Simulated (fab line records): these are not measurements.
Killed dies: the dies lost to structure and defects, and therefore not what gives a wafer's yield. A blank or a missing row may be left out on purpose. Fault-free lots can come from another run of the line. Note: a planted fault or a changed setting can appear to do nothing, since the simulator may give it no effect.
fab line records | flow sky130
[record] lots = 14 | wafers = 40 | last-day = 51
route steps=708 shown DNWELL@43 PWDE@55 VT_ADJUST_HVTP@88 VT_ADJUST_HVTR@139
lots with no fault: from the same line, run without faults
start-h: start of the lot's first displayed wafer, in hours after the record's first day | wait-h: time in hours since the lot's previous step | " as in the row above | L1.1+2: a row that stands for several wafers | - no value, or no start was given | * or withheld: withheld | < > ~ a bound
route shown NAME@n: NAME is a module with steps in the file, n the number in the route of the first one | usual: average and standard deviation across the fault-free wafers | same: alike in all rows | chamber/n: place in a boat | sites: per-site readings | _std_site: the standard deviation of these | _edge_site: outer sites' mean less inner sites' | radius-mm: how far each site lies from the wafer's centre | mask NAME#n: copy n | behind: the last tool/chamber to shape the wafer | hold: the reason the lot was held/the length of the hold in hours/how it ended | device: names the non-switching transistor (n, p or np) | end of line: tests of these same wafers at the route's end | a step with no rows: only its recipe | killed: dies that structure and defects cost at the first sort, which is not the same as the wafer's yield | map: a wafer's dies, x killed, . not, _ none there
set.NAME: the run value of the setting; set.NAME@STEP: its run value at that earlier step | model.NAME: the simulator's own value behind a step, which no gauge read
one table for each step of the route and one row for each wafer, over a sample of lots
services: the hour from which a tool's chamber was out of use, counted from the record's first day as start-h (under 0 if before that day), plus the number of hours and why
[[steps]]
[step SKY_DNWELL_STRIP_08]
[recipe] chemistry = O2/N2 | power-w = 1400 | pressure-mtorr = 1500 | platen-temp-c = withheld | o2-flow-sccm = 3000 | n2-flow-sccm = 300 | overash-fraction = 0.5
[usual] drypump-motor-current-A = 5.8/0.6 | n2-flow-sccm = 300.0/0.8 | oes-product-au = 0.722/0.0048 | strip-time-to-endpoint-s = 36.96/0.1
lot.wafer | tool            | chamber | start-h | wait-h | drypump-motor-current-A | n2-flow-sccm | oes-product-au | rf-hours-counter-h | strip-time-to-endpoint-s
L137.1    | plasma-asher-03 | 1       | 56.15   | 0.1    | 6.2                     | 299.2        | 0.728          | 39                 | 36.71
L137.3    | "               | 0       | "       | "      | 5.6                     | 300.4        | 0.725          | -                  | 36.87
L137.6    | "               | 1       | "       | "      | 6.3                     | 299.3        | 0.719          | -                  | 36.84
L138.1    | plasma-asher-04 | 1       | 60.50   | 0.1    | 6.5                     | 300.4        | 0.718          | 19                 | 36.93
L138.4    | "               | 0       | "       | "      | 5.9                     | 300.3        | 0.716          | -                  | 36.92
L138.5    | "               | 0       | "       | "      | 5.9                     | 299.7        | 0.727          | -                  | 37.07
L139.3    | plasma-asher-04 | 1       | 63.98   | 0.1    | 6.5                     | 301.3        | 0.723          | -                  | 37.04
L139.4    | "               | 0       | "       | "      | 5.9                     | 300.2        | 0.727          | -                  | 37.12
L139.5    | "               | 0       | "       | "      | 5.9                     | 301.4        | 0.724          | -                  | 37.10
L140.1    | plasma-asher-02 | 1       | 68.67   | 0.1    | 4.8                     | 300.8        | 0.715          | 39                 | 37.10
L140.4    | "               | 0       | "       | "      | 6.2                     | 299.6        | 0.726          | -                  | 37.11
L140.6    | "               | 1       | "       | "      | 4.7                     | 301.4        | 0.714          | -                  | 37.05
L141.1    | plasma-asher-02 | 1       | 74.25   | 0.1    | 4.7                     | 299.0        | 0.719          | 39                 | 36.79
L141.5    | "               | 0       | "       | "      | 6.2                     | 300.6        | 0.713          | -                  | 36.82
L141.6    | "               | 1       | "       | "      | 4.7                     | 300.1        | 0.726          | -                  | 36.79
L142.4    | plasma-asher-02 | 1       | 81.00   | 0.1    | 4.7                     | 300.1        | 0.720          | -                  | 37.01
L142.5    | "               | 0       | "       | "      | 6.2                     | 300.2        | 0.722          | -                  | 37.04
L142.6    | "               | 1       | "       | "      | 4.7                     | 300.4        | 0.718          | -                  | 36.97
L145.3    | plasma-asher-03 | 1       | 98.54   | 0.1    | 6.3                     | 300.1        | 0.719          | -                  | 37.05
L145.4    | "               | 0       | "       | "      | 5.6                     | 299.4        | 0.728          | -                  | 36.93
L145.6    | "               | 0       | "       | "      | 5.6                     | 299.5        | 0.711          | -                  | 36.95
L149.1    | plasma-asher-02 | 1       | 123.05  | 0.1    | 4.7                     | 300.4        | 0.716          | 45                 | 37.14
L149.2    | "               | 0       | "       | "      | 6.2                     | 300.1        | 0.720          | 45                 | 37.12
L151.2    | plasma-asher-03 | 0       | 132.30  | 0.1    | 5.6                     | 300.0        | 0.726          | 1                  | 36.99
L151.6    | "               | 1       | "       | "      | 6.3                     | 298.9        | 0.732          | -                  | 37.04
L155.1    | plasma-asher-03 | 0       | 150.60  | 0.1    | 5.6                     | 300.2        | 0.727          | 3                  | 37.01
L155.3    | "               | 0       | "       | "      | 5.6                     | 300.3        | 0.723          | -                  | 37.00
L155.6    | "               | 0       | "       | "      | 5.6                     | 300.7        | 0.728          | -                  | 36.97
L156.1    | plasma-asher-03 | 0       | 156.25  | 0.1    | 5.6                     | 299.0        | 0.722          | 3                  | 36.90
L156.2    | "               | 1       | "       | "      | 6.2                     | 300.0        | 0.723          | 3                  | 37.01
L156.6    | "               | 1       | "       | "      | 6.2                     | 299.3        | 0.718          | -                  | 37.05
L157.1    | plasma-asher-03 | 0       | 160.41  | 0.1    | 5.6                     | 301.7        | 0.724          | 4                  | 37.13
L157.3    | "               | 0       | "       | "      | 5.6                     | 301.3        | 0.724          | -                  | 36.95
L157.6    | "               | 1       | "       | "      | 6.2                     | 300.9        | 0.724          | -                  | 37.03
L158.4    | plasma-asher-03 | 1       | 165.20  | 0.1    | 6.3                     | 299.2        | 0.717          | -                  | 37.05
L158.5    | "               | 1       | "       | "      | 6.3                     | 300.2        | 0.727          | -                  | 37.08
L158.6    | "               | 0       | "       | "      | 5.6                     | 301.5        | 0.730          | -                  | 37.12
L160.2    | plasma-asher-04 | 0       | 174.01  | 0.1    | 5.9                     | 300.6        | 0.718          | 29                 | 36.95
L160.3    | "               | 1       | "       | "      | 6.5                     | 299.6        | 0.721          | -                  | 36.85
L160.5    | "               | 1       | "       | "      | 6.5                     | 299.4        | 0.721          | -                  | 36.92
[step SKY_PWDE_TW_MEAS_10]
[usual] PWDE_TW = 375/4.9
lot.wafer | tool          | chamber | start-h | wait-h | PWDE_TW
L137.1    | film-metro-04 | -       | 73.87   | 0.1    | 382
L137.3    | "             | -       | "       | "      | 381
L137.6    | "             | -       | "       | "      | 381
L138.1    | film-metro-01 | -       | 78.17   | 0.1    | 376
L138.4    | "             | -       | "       | "      | 374
L138.5    | "             | -       | "       | "      | 373
L139.3    | film-metro-03 | -       | 81.25   | 0.1    | 373
L139.4    | "             | -       | "       | "      | 372
L139.5    | "             | -       | "       | "      | 373
L140.1    | film-metro-01 | -       | 87.18   | 0.1    | 376
L140.4    | "             | -       | "       | "      | 376
L140.6    | "             | -       | "       | "      | 374
L141.1    | film-metro-03 | -       | 92.02   | 0.1    | 373
L141.5    | "             | -       | "       | "      | 371
L141.6    | "             | -       | "       | "      | 371
L142.4    | film-metro-01 | -       | 99.62   | 0.1    | 372
L142.5    | "             | -       | "       | "      | 374
L142.6    | "             | -       | "       | "      | 375
L145.3    | film-metro-04 | -       | 116.75  | 0.1    | 380
L145.4    | "             | -       | "       | "      | 382
L145.6    | "             | -       | "       | "      | 381
L149.1    | film-metro-03 | -       | 142.32  | 0.1    | 371
L149.2    | "             | -       | "       | "      | 370
L151.2    | film-metro-04 | -       | 152.44  | 0.1    | 380
L151.6    | "             | -       | "       | "      | 381
L155.1    | film-metro-01 | -       | 170.38  | 0.1    | 376
L155.3    | "             | -       | "       | "      | 375
L155.6    | "             | -       | "       | "      | 376
L156.1    | film-metro-03 | -       | 176.72  | 0.1    | 369
L156.2    | "             | -       | "       | "      | 371
L156.6    | "             | -       | "       | "      | 371
L157.1    | film-metro-04 | -       | 180.68  | 0.1    | 381
L157.3    | "             | -       | "       | "      | 378
L157.6    | "             | -       | "       | "      | 381
L158.4    | film-metro-01 | -       | 186.07  | 0.1    | 377
L158.5    | "             | -       | "       | "      | 379
L158.6    | "             | -       | "       | "      | 377
L160.2    | film-metro-04 | -       | 196.25  | 0.1    | 381
L160.3    | "             | -       | "       | "      | 381
L160.5    | "             | -       | "       | "      | 383
[step SKY_VT_ADJUST_HVTP_SOFTBAKE_03]
[recipe] temp-c = 90 | time-s = 60 | resist = NOVOLAK
[usual] run-length-s = 89.24/0.12
lot.wafer | tool           | chamber | start-h | wait-h | run-length-s
L137.1    | litho-track-04 | 0       | 118.68  | 0.1    | 89.18
L137.3    | "              | 0       | "       | "      | 89.24
L137.6    | "              | 0       | "       | "      | 89.22
L138.1    | litho-track-04 | 0       | 124.18  | 0.1    | 89.37
L138.4    | "              | 0       | "       | "      | 89.27
L138.5    | "              | 0       | "       | "      | 89.14
L139.3    | litho-track-04 | 0       | 128.13  | 0.1    | 89.11
L139.4    | "              | 0       | "       | "      | 89.19
L139.5    | "              | 0       | "       | "      | 89.26
L140.1    | litho-track-04 | 0       | 134.83  | 0.1    | 89.12
L140.4    | "              | 0       | "       | "      | 89.45
L140.6    | "              | 0       | "       | "      | 89.17
L141.1    | litho-track-04 | 0       | 139.08  | 0.1    | 89.20
L141.5    | "              | 0       | "       | "      | 89.14
L141.6    | "              | 0       | "       | "      | 89.12
L142.4    | litho-track-04 | 0       | 147.61  | 0.1    | 89.21
L142.5    | "              | 0       | "       | "      | 89.10
L142.6    | "              | 0       | "       | "      | 89.17
L145.3    | litho-track-03 | 0       | 166.76  | 0.1    | 89.32
L145.4    | "              | 0       | "       | "      | 88.96
L145.6    | "              | 0       | "       | "      | 89.00
L149.1    | litho-track-01 | 0       | 195.95  | 0.1    | 89.15
L149.2    | "              | 0       | "       | "      | 97.00
L151.2    | litho-track-01 | 0       | 207.02  | 0.1    | 97.14
L151.6    | "              | 0       | "       | "      | 89.22
L155.1    | litho-track-04 | 0       | 228.93  | 0.1    | 89.29
L155.3    | "              | 0       | "       | "      | 89.27
L155.6    | "              | 0       | "       | "      | 89.22
L156.1    | litho-track-04 | 0       | 233.58  | 0.1    | 89.09
L156.2    | "              | 0       | "       | "      | 89.37
L156.6    | "              | 0       | "       | "      | 89.14
L157.1    | litho-track-04 | 0       | 238.78  | 0.1    | 89.12
L157.3    | "              | 0       | "       | "      | 89.16
L157.6    | "              | 0       | "       | "      | 89.22
L158.4    | litho-track-04 | 0       | 246.21  | 0.1    | 89.32
L158.5    | "              | 0       | "       | "      | 89.14
L158.6    | "              | 0       | "       | "      | 89.19
L160.2    | litho-track-04 | 0       | 254.96  | 0.1    | 89.16
L160.3    | "              | 0       | "       | "      | 89.13
L160.5    | "              | 0       | "       | "      | 89.25
[step SKY_VT_ADJUST_HVTR_OVL_MEAS_08]
[usual] VT_ADJUST_HVTR_OVL = 0.2/1.2
lot.wafer | tool       | chamber | start-h | wait-h | VT_ADJUST_HVTR_OVL[nm]
L137.1    | overlay-01 | -       | 213.08  | 0.1    | -0.2
L137.3    | "          | -       | "       | "      | 0.3
L137.6    | "          | -       | "       | "      | 0.6
L138.1    | overlay-02 | -       | 219.73  | 0.1    | 1.9
L138.4    | "          | -       | "       | "      | 0.5
L138.5    | "          | -       | "       | "      | 1.0
L139.3    | overlay-01 | -       | 224.30  | 0.1    | -1.6
L139.4    | "          | -       | "       | "      | -0.4
L139.5    | "          | -       | "       | "      | 1.8
L140.1    | overlay-02 | -       | 231.82  | 0.1    | 1.1
L140.4    | "          | -       | "       | "      | 0.2
L140.6    | "          | -       | "       | "      | 0.5
L141.1    | overlay-01 | -       | 237.25  | 0.1    | 0.6
L141.5    | "          | -       | "       | "      | -0.7
L141.6    | "          | -       | "       | "      | 0.0
L142.4    | overlay-02 | -       | 247.79  | 0.1    | -1.1
L142.5    | "          | -       | "       | "      | 0.8
L142.6    | "          | -       | "       | "      | 0.5
L145.3    | overlay-02 | -       | 270.96  | 0.1    | 0.8
L145.4    | "          | -       | "       | "      | -0.3
L145.6    | "          | -       | "       | "      | 0.0
L149.1    | overlay-01 | -       | 307.67  | 0.1    | -1.3
L149.2    | "          | -       | "       | "      | 0.6
L151.2    | overlay-02 | -       | 322.48  | 0.1    | 1.0
L151.6    | "          | -       | "       | "      | 3.0
L155.1    | overlay-01 | -       | 346.52  | 0.1    | 0.2
L155.3    | "          | -       | "       | "      | 0.4
L155.6    | "          | -       | "       | "      | 0.8
L156.1    | overlay-01 | -       | 355.20  | 0.1    | 1.7
L156.2    | "          | -       | "       | "      | 0.6
L156.6    | "          | -       | "       | "      | -1.5
L157.1    | overlay-01 | -       | 359.62  | 0.1    | -1.7
L157.3    | "          | -       | "       | "      | -2.6
L157.6    | "          | -       | "       | "      | -0.6
L158.4    | overlay-01 | -       | 370.10  | 0.1    | 1.0
L158.5    | "          | -       | "       | "      | -1.3
L158.6    | "          | -       | "       | "      | -1.0
L160.2    | overlay-01 | -       | 382.71  | 0.1    | -0.6
L160.3    | "          | -       | "       | "      | -1.8
L160.5    | "          | -       | "       | "      | -1.1
[[services]]
tool            | chamber | start-h | hours | kind
litho-track-01  | -       | 81.75   | -     | consumable-replace:filter
plasma-asher-03 | -       | 88.97   | 2.8   | pm
plasma-asher-03 | -       | 108.75  | 9.0   | pm
plasma-asher-03 | 0       | 108.75  | 9.0   | vent-cycle
plasma-asher-03 | 1       | 108.75  | 9.0   | vent-cycle
plasma-asher-03 | 0       | 117.75  | -     | clean
plasma-asher-03 | 1       | 117.75  | -     | clean
plasma-asher-04 | -       | 157.23  | 10.0  | pm
plasma-asher-04 | -       | 167.23  | 3.3   | pm
plasma-asher-03 | -       | 182.87  | 28.1  | pm
plasma-asher-02 | -       | 187.87  | 1.0   | repair
[[key]]
[first-sign] step = SKY_VT_ADJUST_HVTP_SOFTBAKE_03 | reading = run-length-s | direction = up | sigmas = 65 | usual = * | struck = *
effect none on later readings
met-at SKY_VT_ADJUST_HVTP_SOFTBAKE_03
struck-lots L149,L151
struck-wafers L149.2,L151.2
tester-left-out L149,L151
not-acting-at SKY_DNWELL_STRIP_08,SKY_PWDE_TW_MEAS_10,SKY_VT_ADJUST_HVTR_OVL_MEAS_08
[fault] kind = process-parameter-drift | tool = litho-track-01 | chamber = - | onset-h = 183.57 | steps = SKY_VT_ADJUST_HVTP_SOFTBAKE_03 | channel = time-s | offset = * | shape = step | end-h = 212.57 | scope = struck-wafers-only | acts-in = * | stated = *
// tester-left-out: of these lots the tester's yield and bins aren't shown, on N5 and GAA mostly nor the transistor test; their killed dies are dies lost to structure and defects alone, not to doping, threshold or leakage, so they don't give the yield
